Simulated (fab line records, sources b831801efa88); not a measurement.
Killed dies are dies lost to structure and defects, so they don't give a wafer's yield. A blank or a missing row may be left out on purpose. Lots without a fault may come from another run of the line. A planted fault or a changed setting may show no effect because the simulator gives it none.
Which tool did it? | flow sky130 | 15 lots, 45 wafers sampled, at 3 steps of a route of 708

WHAT THE GAUGES READ, wafer by wafer
SKY_SD_N_RS_MEAS_17: measures by four-point-probe. Usual: SD_P_RS 147.0 ohm/sq, standard deviation 0.42.
lot  | measured     | on            | SD_P_RS (ohm/sq)  | flag
L682 | day 27 11:17 | film_metro-02 | 146.9 147.5 147.5 |
L683 | day 28 01:13 | film_metro-02 | 147.4 146.8 147.6 |
L684 | day 28 06:51 | film_metro-04 | 146.6 146.5 146.7 |
L685 | day 28 07:46 | film_metro-01 | 146.9 147.2 147.2 |
L686 | day 28 22:04 | film_metro-02 | 147.2 147.5 147.1 |
L688 | day 30 09:15 | film_metro-02 | 147.3 146.8 147.2 |
L689 | day 30 12:21 | film_metro-02 | 147.6 146.9 147.2 |
L690 | day 30 15:34 | film_metro-02 | 146.6 146.1 146.9 |
L691 | day 30 20:44 | film_metro-02 | 146.5 147.1 146.5 |
L692 | day 31 05:03 | film_metro-01 | 147.5 147.6 147.6 |
L694 | day 31 15:49 | film_metro-01 | 147.8 147.9 147.7 |
L695 | day 32 01:19 | film_metro-01 | 147.0 146.3 146.7 |
L696 | day 33 01:42 | film_metro-01 | 147.2 147.8 147.0 |
L697 | day 33 03:12 | film_metro-02 | 146.8 147.0 146.9 |
L705 | day 35 07:04 | film_metro-01 | 147.1 147.2 147.1 |

SKY_CONTACT_CD_MEAS_14: target cd 170 nm. Usual: cd_nm 169.9 nm, standard deviation 1.2.
lot  | measured     | on        | cd_nm (nm)        | flag
L682 | day 31 03:32 | cd_sem-01 | 171.4 170.7 172.0 |
L683 | day 31 17:28 | cd_sem-02 | 170.0 169.6 170.0 |
L684 | day 31 21:55 | cd_sem-02 | 171.1 169.6 170.4 |
L685 | day 31 23:46 | cd_sem-01 | 170.5 170.6 171.2 |
L686 | day 32 12:13 | cd_sem-01 | 170.8 171.2 171.7 |
L688 | day 33 22:10 | cd_sem-01 | 171.9 169.8 170.7 |
L689 | day 34 00:38 | cd_sem-02 | 169.8 169.7 169.6 |
L690 | day 34 05:25 | cd_sem-02 | 170.3 172.3 171.0 |
L691 | day 34 10:11 | cd_sem-01 | 170.8 170.2 170.2 |
L692 | day 34 18:09 | cd_sem-01 | 169.0 168.5 168.3 |
L694 | day 35 03:42 | cd_sem-01 | 169.7 170.0 169.6 |
L695 | day 35 14:38 | cd_sem-02 | 168.3 168.9 169.6 |
L696 | day 36 14:59 | cd_sem-02 | 169.5 168.9 169.3 |
L697 | day 36 15:56 | cd_sem-01 | 170.7 171.5 171.8 |
L705 | day 38 18:13 | cd_sem-02 | 169.0 169.8 169.0 |

WHICH TOOL RAN EACH LOT (tool, then ch and the chambers of the sampled wafers, then the start)
lot  | SKY_LI_CONTACT_ETCH_15
L682 | rie_diel-02 ch 0,3, day 28 16:41
L683 | rie_diel-03 ch 0,1, day 29 06:17
L684 | rie_diel-04 ch 0,1, day 29 11:23
L685 | rie_diel-03 ch 2,3, day 29 13:14
L686 | rie_diel-03 ch 0,1,2, day 30 02:26
L688 | rie_diel-02 ch 0,2,3, day 31 14:02
L689 | rie_diel-03 ch 0,1,2, day 31 17:06
L690 | rie_diel-04 ch 2,3, day 31 20:41
L691 | rie_diel-04 ch 0,2,3, day 32 01:44
L692 | rie_diel-02 ch 0,2, day 32 08:38
L694 | rie_diel-03 ch 0,1,2, day 32 19:29
L695 | rie_diel-03 ch 0,2, day 33 05:08
L696 | rie_diel-02 ch 0,1, day 34 07:06
L697 | rie_diel-04 ch 1,2, day 34 07:48
L705 | rie_diel-02 ch 0,1, day 36 10:54
- SKY_LI_CONTACT_ETCH_15: etches PSG in C4F8/O2/Ar, stops on Si, target depth 600 nm.

WHAT THE TOOLS THEMSELVES READ (means of the sampled wafers that have a number; where no wafer has one, the mark that the record gives instead)
SKY_LI_CONTACT_ETCH_15. Usual: oes_product_au 0.838 a.u., standard deviation 0.0046.
lot  | tool        | oes_product_au (a.u.) | flag
L682 | rie_diel-02 | 0.840                 |
L683 | rie_diel-03 | 0.841                 |
L684 | rie_diel-04 | 0.834                 |
L685 | rie_diel-03 | 0.837                 |
L686 | rie_diel-03 | 0.836                 |
L688 | rie_diel-02 | 0.837                 |
L689 | rie_diel-03 | 0.838                 |
L690 | rie_diel-04 | 0.836                 |
L691 | rie_diel-04 | 0.839                 |
L692 | rie_diel-02 | 0.837                 |
L694 | rie_diel-03 | 0.841                 |
L695 | rie_diel-03 | 0.834                 |
L696 | rie_diel-02 | 0.838                 |
L697 | rie_diel-04 | 0.834                 |
L705 | rie_diel-02 | 0.835                 |

THE ANSWER, worked out from the rows above alone
Rule: a lot is off if the mean of its wafers that have a number lies more than 3 standard deviations from the usual mean. A lot without any number at a reading at which 4 lots or more have one is off too. The other lots that the step has rows for count as sound. The gauges are gone through in route order, then the tools' own readings, and for those a lot's mean is taken as printed above. The first step at which some lot is off is used, and at that step the reading that is off furthest; a lot without a number counts as furthest.
No lot is off at any reading shown: from this, nothing can be told.

WHAT THE SIMULATOR HAD PUT IN
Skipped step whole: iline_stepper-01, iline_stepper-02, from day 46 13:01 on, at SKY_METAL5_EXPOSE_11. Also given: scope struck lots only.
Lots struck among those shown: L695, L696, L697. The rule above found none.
